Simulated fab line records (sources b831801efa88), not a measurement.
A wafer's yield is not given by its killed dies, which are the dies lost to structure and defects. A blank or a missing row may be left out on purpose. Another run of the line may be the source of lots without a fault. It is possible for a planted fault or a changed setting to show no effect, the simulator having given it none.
fab line records	flow sky130
record lots=6	wafers=18	lastDay=51
route steps=708 shown VIA2@516 METAL3@532 PAD_OPEN@708
lots that met no fault: taken from a fault-free run of the same line
startH: the number of hours between the record's first day and the start of the first shown wafer of the lot	waitH: hours from the lot's prior step to this one	" identical to the entry in the row above	L1.1+2: a row that stands for several wafers	- no value, or no start was given	* or withheld: withheld	< > ~ a bound
route shown NAME@n: names a module that has steps shown in the file, with the first one's number in the route	usual: average and standard deviation across the fault-free wafers	same: alike in all rows	chamber/n: place in a boat	sites: readings site by site	_std_site: their standard deviation	_edge_site: inner sites' mean taken away from outer sites' mean	radiusMm: how far each site lies from the wafer's centre	mask NAME#n: copy n	behind: the most recent tool/chamber to have shaped the wafer	hold: the reason the lot was held/the length of the hold in hours/how it ended	device: the transistor (n, p or np) that didn't switch	end of line: the tests these same wafers got at the end of their route	a step with no rows: only its recipe	killed: at the first sort, the dies lost to defects and structure; wafer yield is something else	map: a wafer's dies, x killed, . not, _ none there
set.NAME: setting as actually run; set.NAME@STEP: the setting as run at that earlier step	model.NAME: the simulator's own value behind a step, which no gauge read
certain route steps with their lots: each step a table, each wafer a row
services: when a tool's chamber went out of use (startH, in hours from the record's first day, below 0 if earlier), for how many hours, and the reason
## steps
# step SKY_VIA2_EXPOSE_09
# recipe maskId=VIM2	na=0.8	sourceShape=annular	sigmaInner=0.55	sigmaOuter=0.85	targetCdNm=200	doseMj=38
# step SKY_VIA2_PEB_10
# recipe pebTempC=withheld	pebTimeS=withheld	resist=KrF-thick
# step SKY_VIA2_DEVELOP_11
# recipe developTimeS=60	resist=KrF-thick	devTempC=21
# step SKY_VIA2_CD_MEAS_12
# recipe targetCdNm=200
# usual cdNm=200.1/1.2
lot.wafer	tool	chamber	startH	waitH	cdNm
L987.2	cdSem-01	-	877.24	-	201.9
L987.3	"	-	"	"	201.5
L987.6	"	-	"	"	202.0
L992.1	cdSem-01	-	911.90	-	200.2
L992.3	"	-	"	"	201.3
L992.4	"	-	"	"	199.9
L104.2	cdSem-01	-	1014.03	-	198.3
L104.3	"	-	"	"	199.6
L104.4	"	-	"	"	199.2
L107.3	cdSem-01	-	1018.49	-	200.2
L107.4	"	-	"	"	199.3
L107.6	"	-	"	"	200.1
L106.1	cdSem-01	-	1019.31	-	198.8
L106.3	"	-	"	"	199.7
L106.5	"	-	"	"	199.8
L109.2	cdSem-02	-	1030.52	-	199.1
L109.3	"	-	"	"	198.5
L109.5	"	-	"	"	198.5
# step SKY_VIA2_OVL_MEAS_13
# usual VIA2_OVL=-4/5
lot.wafer	tool	chamber	startH	waitH	VIA2_OVL[nm]
L987.2	overlay-01	-	877.35	0.1	-1
L987.3	"	-	"	"	3
L987.6	"	-	"	"	-3
L992.1	overlay-02	-	912.02	0.1	-1
L992.3	"	-	"	"	4
L992.4	"	-	"	"	5
L104.2	overlay-01	-	1014.14	0.1	-3
L104.3	"	-	"	"	-5
L104.4	"	-	"	"	-4
L107.3	overlay-02	-	1018.58	0.1	0
L107.4	"	-	"	"	-13
L107.6	"	-	"	"	-3
L106.1	overlay-02	-	1019.43	0.1	5
L106.3	"	-	"	"	-9
L106.5	"	-	"	"	-1
L109.2	overlay-01	-	1030.62	0.1	-1
L109.3	"	-	"	"	-1
L109.5	"	-	"	"	-2
# step SKY_VIA2_ETCH_14
# recipe chemistry=N2/H2	target=BARC	ionEnergyEv=200	sourceW=500	biasW=100	pressureMtorr=30	n2FlowSccm=100	h2FlowSccm=200	stopOn=SiO2	timeS=45.9	targetDepthA=600
# usual drypumpMotorCurrentA=5.6/0.39	oesProductAu=0.854/0.0046	throttleValvePct=13.225/0.009
lot.wafer	tool	chamber	startH	waitH	drypumpMotorCurrentA	oesProductAu	rfHoursCounterH	throttleValvePct
L987.2	rieDiel-04	2	877.38	0.0	5.7	0.848	4	13.233
L987.3	"	3	"	"	6.3	0.857	11	13.238
L987.6	"	1	"	"	5.2	0.858	-	13.214
L992.1	rieDiel-02	2	912.05	0.0	4.9	0.848	16	13.231
L992.3	"	1	"	"	5.5	0.847	13	13.225
L992.4	"	3	"	"	5.8	0.855	27	13.234
L104.2	rieDiel-02	0	1014.17	0.0	5.3	0.862	11	13.231
L104.3	"	0	"	"	5.3	0.857	-	13.241
L104.4	"	1	"	"	5.5	0.854	-	13.224
L107.3	rieDiel-04	3	1018.60	0.0	6.3	0.855	14	13.239
L107.4	"	2	"	"	5.8	0.850	7	13.214
L107.6	"	2	"	"	5.7	0.854	-	13.234
L106.1	rieDiel-02	0	1019.47	0.0	5.3	0.853	11	13.232
L106.3	"	2	"	"	4.9	0.853	20	13.246
L106.5	"	2	"	"	4.9	0.851	-	13.236
L109.2	rieDiel-04	3	1030.65	0.0	6.3	0.861	15	13.231
L109.3	"	0	"	"	5.7	0.851	6	13.234
L109.5	"	3	"	"	6.3	0.854	-	13.229
# step SKY_VIA2_ETCH_15
# recipe target=SiO2	chemistry=C4F8/O2/Ar	targetDepthNm=546	stopOn=TiN	maskMaterial=KrF-thick	sourceW=1500	biasW=1200	pressureMtorr=40	c4f8FlowSccm=withheld	O2_flow_sccm=6	Ar_flow_sccm=300	timeS=84
# usual oesProductAu=0.940/0.005
lot.wafer	tool	chamber	startH	waitH	oesProductAu	rfHoursCounterH
L987.2	rieDiel-04	2	877.42	0.0	0.940	4
L987.3	"	3	"	"	0.944	11
L987.6	"	1	"	"	0.941	-
L992.1	rieDiel-02	2	912.10	0.0	0.939	17
L992.3	"	1	"	"	0.940	13
L992.4	"	3	"	"	0.943	27
L104.2	rieDiel-02	0	1014.23	0.0	0.942	11
L104.3	"	0	"	"	0.936	-
L104.4	"	1	"	"	0.943	-
L107.3	rieDiel-04	3	1018.65	0.0	0.944	14
L107.4	"	2	"	"	0.945	7
L107.6	"	2	"	"	0.935	-
L106.1	rieDiel-02	0	1019.51	0.0	0.938	11
L106.3	"	2	"	"	0.936	20
L106.5	"	2	"	"	0.946	-
L109.2	rieDiel-04	3	1030.70	0.0	0.944	15
L109.3	"	0	"	"	0.936	6
L109.5	"	3	"	"	0.937	-
# step SKY_VIA2_STRIP_16
# recipe chemistry=O2/N2	powerW=1400	pressureMtorr=1500	platenTempC=withheld	o2FlowSccm=3000	n2FlowSccm=300	overashFraction=0.5
# usual drypumpMotorCurrentA=5.9/0.46	o2FlowSccm=3000/9.1	oesProductAu=0.399/0.0047	stripTimeToEndpointS=4.046/0.023
lot.wafer	tool	chamber	startH	waitH	drypumpMotorCurrentA	o2FlowSccm	oesProductAu	rfHoursCounterH	stripTimeToEndpointS
L987.2	plasmaAsher-02	1	877.49	0.0	5.4	3017	0.394	42	4.005
L987.3	"	0	"	"	5.5	3000	0.389	-	3.986
L987.6	"	0	"	"	5.4	2985	0.396	-	4.034
L992.1	plasmaAsher-01	0	912.16	0.0	6.4	3019	0.395	82	4.057
L992.3	"	1	"	"	6.5	3010	0.394	-	4.040
L992.4	"	0	"	"	6.4	3005	0.405	-	4.031
L104.2	plasmaAsher-02	1	1014.33	0.1	5.4	2997	0.400	55	4.056
L104.3	"	0	"	"	5.5	2993	0.402	-	4.050
L104.4	"	1	"	"	5.4	2988	0.399	-	4.077
L107.3	plasmaAsher-02	0	1018.74	0.1	5.5	3008	0.391	-	4.020
L107.4	"	1	"	"	5.4	3001	0.406	-	3.990
L107.6	"	0	"	"	5.5	2999	0.396	-	4.017
L106.1	plasmaAsher-02	0	1019.58	0.0	5.5	3003	0.396	56	4.055
L106.3	"	1	"	"	5.4	2990	0.404	-	4.088
L106.5	"	0	"	"	5.5	3009	0.406	-	4.067
L109.2	plasmaAsher-01	0	1030.76	0.0	6.4	2984	0.394	95	4.033
L109.3	"	1	"	"	6.5	2996	0.401	-	4.059
L109.5	"	0	"	"	6.4	2992	0.398	-	4.031
# step SKY_VIA2_STRIP_17
# recipe chemistry=postEtchResidueRemover	timeS=1200	tempC=72.5
# step SKY_VIA2_CLEAN_18
# recipe chemistry=IPA	timeS=180	tempC=25
# step SKY_VIA2_CLEAN_19
# recipe chemistry=O3/DIW	dry=n2Spin
# step SKY_VIA2_SPUTTER_20
# recipe material=TiN	targetThkNm=20	chamberPressurePa=5	powerW=4000	timeS=80
# usual throttleValvePct=29.6/1.2
lot.wafer	tool	chamber	startH	waitH	throttleValvePct
L987.2	pvdSputter-01	-	878.09	0.0	30.5
L987.3	"	-	"	"	30.3
L987.6	"	-	"	"	28.7
L992.1	pvdSputter-03	-	912.75	0.0	29.9
L992.3	"	-	"	"	31.4
L992.4	"	-	"	"	28.3
L104.2	pvdSputter-04	-	1014.92	0.0	30.3
L104.3	"	-	"	"	28.8
L104.4	"	-	"	"	29.8
L107.3	pvdSputter-04	-	1019.30	0.0	28.5
L107.4	"	-	"	"	30.7
L107.6	"	-	"	"	29.6
L106.1	pvdSputter-03	-	1020.17	0.0	31.3
L106.3	"	-	"	"	28.4
L106.5	"	-	"	"	28.3
L109.2	pvdSputter-01	-	1031.45	0.0	28.7
L109.3	"	-	"	"	30.2
L109.5	"	-	"	"	28.6
# step SKY_VIA2_CVD_21
# recipe material=W	targetThkNm=420	timeS=126.4	tempC=400	pressureTorr=40
# usual chamberPressureTorr=40.00/0.092	heaterPowerOuterW=506/40	heaterPowerW=811/33	susceptorTempC=400.02/0.23
lot.wafer	tool	chamber	startH	waitH	chamberPressureTorr	heaterPowerOuterW	heaterPowerW	susceptorTempC	model.W_of_VIA2_CVD_21.thkNm
L987.2	cvdW-02	1	878.15	0.0	40.07	444	753	400.37	436.2
L987.3	"	0	"	"	39.98	492	792	400.37	412.5
L987.6	"	0	"	"	40.06	478	795	399.84	413.5
L992.1	cvdW-02	0	912.81	0.0	40.01	490	802	399.67	414.6
L992.3	"	1	"	"	39.94	450	775	400.21	445.7
L992.4	"	0	"	"	39.92	487	780	399.42	415.1
L104.2	cvdW-01	1	1014.98	0.0	40.01	568	856	399.92	420.6
L104.3	"	1	"	"	39.99	562	865	399.62	422.1
L104.4	"	0	"	"	39.99	515	815	400.27	423.6
L107.3	cvdW-01	0	1019.41	0.1	39.99	508	815	399.75	415.6
L107.4	"	1	"	"	40.04	555	843	400.16	421
L107.6	"	1	"	"	40.18	558	850	400.06	419
L106.1	cvdW-02	0	1020.23	0.0	40.15	556	914	422.15	614.2
L106.3	"	1	"	"	40.13	534	877	422.40	636.7
L106.5	"	0	"	"	40.14	564	910	422.25	615.3
L109.2	cvdW-02	0	1031.56	0.1	39.90	575	912	422.46	610.8
L109.3	"	0	"	"	40.04	574	925	422.55	608.5
L109.5	"	0	"	"	40.04	576	905	422.11	611.7
# step SKY_VIA2_RS_MEAS_22
# recipe thkMeasGauge=four-point-probe	reads=W_of_VIA2_CVD_21+TiN_of_VIA2_SPUTTER_20
# usual VIA2_W_RS=0.272/0.0055
lot.wafer	tool	chamber	startH	waitH	VIA2_W_RS[ohm/sq]
L987.2	filmMetro-02	-	878.30	0.1	0.262
L987.3	"	-	"	"	0.278
L987.6	"	-	"	"	0.277
L992.1	filmMetro-03	-	912.94	0.1	0.276
L992.3	"	-	"	"	0.256
L992.4	"	-	"	"	0.276
L104.2	filmMetro-01	-	1015.13	0.1	0.272
L104.3	"	-	"	"	0.271
L104.4	"	-	"	"	0.271
L107.3	filmMetro-03	-	1019.53	0.1	0.276
L107.4	"	-	"	"	0.272
L107.6	"	-	"	"	0.273
L106.1	filmMetro-02	-	1020.36	0.1	0.186
L106.3	"	-	"	"	0.180
L106.5	"	-	"	"	0.185
L109.2	filmMetro-03	-	1031.79	0.2	0.187
L109.3	"	-	"	"	0.188
L109.5	"	-	"	"	0.187
# step SKY_VIA2_THK_MEAS_23
# recipe thkMeasGauge=xrf	reads=W_of_VIA2_CVD_21
# usual VIA2_W_THK=408/9.1
lot.wafer	tool	chamber	startH	waitH	VIA2_W_THK[nm]
L987.2	filmMetro-02	-	878.41	0.1	423
L987.3	"	-	"	"	402
L987.6	"	-	"	"	400
L992.1	filmMetro-03	-	913.06	0.1	400
L992.3	"	-	"	"	428
L992.4	"	-	"	"	402
L104.2	filmMetro-01	-	1015.24	0.1	405
L104.3	"	-	"	"	409
L104.4	"	-	"	"	405
L107.3	filmMetro-03	-	1019.63	0.1	403
L107.4	"	-	"	"	404
L107.6	"	-	"	"	402
L106.1	filmMetro-02	-	1020.48	0.1	-
L106.3	"	-	"	"	-
L106.5	"	-	"	"	-
L109.2	filmMetro-03	-	1031.90	0.1	-
L109.3	"	-	"	"	-
L109.5	"	-	"	"	-
# step SKY_VIA2_CMP_24
# recipe stopOn=SiO2	tOverpolishS=20	downForcePsi=3.5	platenRpm=60	targetThkNm=0	padVelocityMS=0.94248
# usual edgeZonePressureFrac=1.000/0.0049	motorCurrentA=11.9/1.5	timeToEndpointS=102/4.8
lot.wafer	tool	chamber	startH	waitH	edgeZonePressureFrac	motorCurrentA	timeToEndpointS
L987.2	cmp-02	3	878.51	0.1	0.996	10.6	103
L987.3	"	0	"	"	1.002	9.4	98
L987.6	"	2	"	"	1.005	12.4	97
L992.1	cmp-01	3	913.12	0.1	0.995	14.1	103
L992.3	"	0	"	"	0.994	11.9	114
L992.4	"	2	"	"	0.998	12.3	99
L104.2	cmp-02	3	1015.34	0.1	0.996	10.7	101
L104.3	"	0	"	"	1.002	9.5	104
L104.4	"	1	"	"	0.997	11.4	101
L107.3	cmp-01	1	1019.72	0.1	1.003	11.2	103
L107.4	"	3	"	"	1.003	14.7	105
L107.6	"	1	"	"	1.001	11.6	103
L106.3	cmp-02	3	1020.73	0.2	0.999	10.2	149
L106.1	"	1	"	"	0.999	11.4	139
L106.5	"	3	"	"	1.005	10.5	140
L109.2	cmp-01	2	1032.00	0.1	1.000	12.2	148
L109.3	"	3	"	"	0.997	14.7	149
L109.5	"	2	"	"	0.996	12.1	152
# step SKY_METAL3_SPUTTER_00
# recipe material=Ti	targetThkNm=15	powerW=3000	timeS=10	chamberPressurePa=0.4
# usual throttleValvePct=29.5/0.9
lot.wafer	tool	chamber	startH	waitH	throttleValvePct
L987.2	pvdSputter-03	-	878.76	0.2	27.7
L987.3	"	-	"	"	31.2
L987.6	"	-	"	"	29.7
L992.1	pvdSputter-02	-	913.44	0.3	29.8
L992.3	"	-	"	"	30.0
L992.4	"	-	"	"	29.4
L104.2	pvdSputter-02	-	1015.59	0.2	29.2
L104.3	"	-	"	"	29.7
L104.4	"	-	"	"	29.4
L107.3	pvdSputter-01	-	1019.97	0.2	28.8
L107.4	"	-	"	"	30.8
L107.6	"	-	"	"	28.7
L106.1	pvdSputter-03	-	1020.98	0.1	28.3
L106.3	"	-	"	"	27.7
L106.5	"	-	"	"	28.2
L109.2	pvdSputter-01	-	1032.25	0.2	30.9
L109.3	"	-	"	"	28.9
L109.5	"	-	"	"	28.7
# step SKY_PAD_OPEN_PROBE_99
# usual defectLimitedYield=82.4/1.8	killed_at_M0_to_M3=43/6.6	killed_at_M4_up=3.1/1.9	killedAtContacts=24/5.2	killedAtFrontEnd=16/4.5	killedAtOther=0.4/0.62	killedDies=87/9	killedOpen=48/7	killedShort=39/6.2	sort_bin_3_pad_short=0.9/0.44	sort_bin_5_function=10.3/1.3	sort_bin_6_memory=6.5/1.1	sortNPass=405/9	sortYieldPct=82.4/1.8
# same grossDies=492	killedAtBackSide=0	sort_bin_4_leakage[%]=0	sort_bin_8_speed[%]=0
lot.wafer	tool	chamber	startH	waitH	defectLimitedYield[%]	killed_at_M0_to_M3	killed_at_M4_up	killedAtContacts	killedAtFrontEnd	killedAtOther	killedDies	killedOpen	killedShort	sort_bin_3_pad_short[%]	sort_bin_5_function[%]	sort_bin_6_memory[%]	sortNPass	sortYieldPct[%]
L992.1	prober-02	-	1132.47	0.1	80.1	59	0	20	19	0	98	55	39	0.8	12.2	6.9	394	80.1
L992.3	prober-02	-	1132.57	0.2	82.7	40	3	28	14	0	85	49	34	0.2	10.8	6.3	407	82.7
L992.4	prober-02	-	1132.62	0.2	83.3	34	2	25	21	0	82	45	36	1.0	9.8	5.9	410	83.3
# killed by level:class
L992.1 VIA1:geometricParticle:open=15 METAL1:geometricParticle:short=11 VIA2:geometricParticle:open=10 VIA3:geometricParticle:open=10 CONTACT:geometricParticle:short=7 CONTACT:geometricParticle:open=6 FIELD_ISO:geometricParticle:open=5 POLY_GATE:geometricParticle:short=5
L992.3 VIA3:geometricParticle:open=10 CONTACT:geometricParticle:open=10 LI_CONTACT:geometricParticle:open=9 METAL2:geometricParticle:short=8 VIA1:geometricParticle:open=7 FIELD_ISO:geometricParticle:short=4 METAL1:geometricParticle:short=4 VIA2:geometricParticle:open=4
L992.4 CONTACT:geometricParticle:open=8 VIA3:geometricParticle:open=8 POLY_GATE:geometricParticle:open=5 VIA2:geometricParticle:open=5 LOCAL_INTERCONNECT:geometricParticle:short=5 METAL1:geometricParticle:short=5 FIELD_ISO:geometricParticle:open=4 LI_CONTACT:geometricParticle:open=4
## services
tool	chamber	startH	hours	kind
rieDiel-04	0	864.53	2.7	repair
cmp-02	-	867.86	8.9	pm
cmp-01	-	874.09	0.3	repair
cmp-02	-	881.98	0.5	repair
pvdSputter-04	-	887.49	4.1	repair
cvdW-02	-	890.42	2.9	repair
cvdW-01	-	904.00	14.0	pm
rieDiel-04	-	905.75	1.4	repair
cvdW-01	-	911.56	1.4	repair
cmp-02	-	912.00	4.0	pm
rieDiel-04	-	923.47	3.0	repair
rieDiel-04	0	934.23	3.9	repair
plasmaAsher-01	-	947.69	1.3	repair
cmp-02	-	962.96	6.8	pm
plasmaAsher-02	-	967.48	15.6	pm
cmp-01	-	969.76	14.7	pm
rieDiel-02	2	973.75	11.4	repair
pvdSputter-02	-	979.68	1.3	repair
rieDiel-02	3	991.38	-	clean
rieDiel-02	3	991.38	31.7	scheduledDown
cvdW-02	-	995.91	2.8	pm
rieDiel-02	2	1003.77	11.6	repair
cvdW-02	1	1030.10	10.0	repair
pvdSputter-04	-	1031.10	4.0	repair
## key
firstSign step=SKY_VIA2_CVD_21	reading=susceptorTempC	direction=up	sigmas=97	usual=*	struck=*
effect step=SKY_VIA2_CVD_21	reading=heaterPowerW	direction=up	sigmas=3	usual=*	struck=*
effect step=SKY_VIA2_RS_MEAS_22	reading=VIA2_W_RS	direction=down	sigmas=16	usual=0.272	struck=0.185
effect step=SKY_VIA2_THK_MEAS_23	reading=VIA2_W_THK	direction=missing
effect step=SKY_VIA2_CMP_24	reading=timeToEndpointS	direction=up	sigmas=9	usual=*	struck=*
modelEffect step=SKY_VIA2_CVD_21	value=W_of_VIA2_CVD_21.thkNm	without=415.9	struck=616.2
metAt SKY_VIA2_CVD_21
struckWafers L106.1,L106.3,L106.5,L109.2,L109.3,L109.5
onsetBetween 912.81 1020.23
fault kind=processParameterDrift	tool=cvdW-02	chamber=-	onsetH=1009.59	steps=SKY_VIA2_CVD_21	channel=tempC	offset=*	shape=step	endH=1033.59	actsIn=*	stated=*
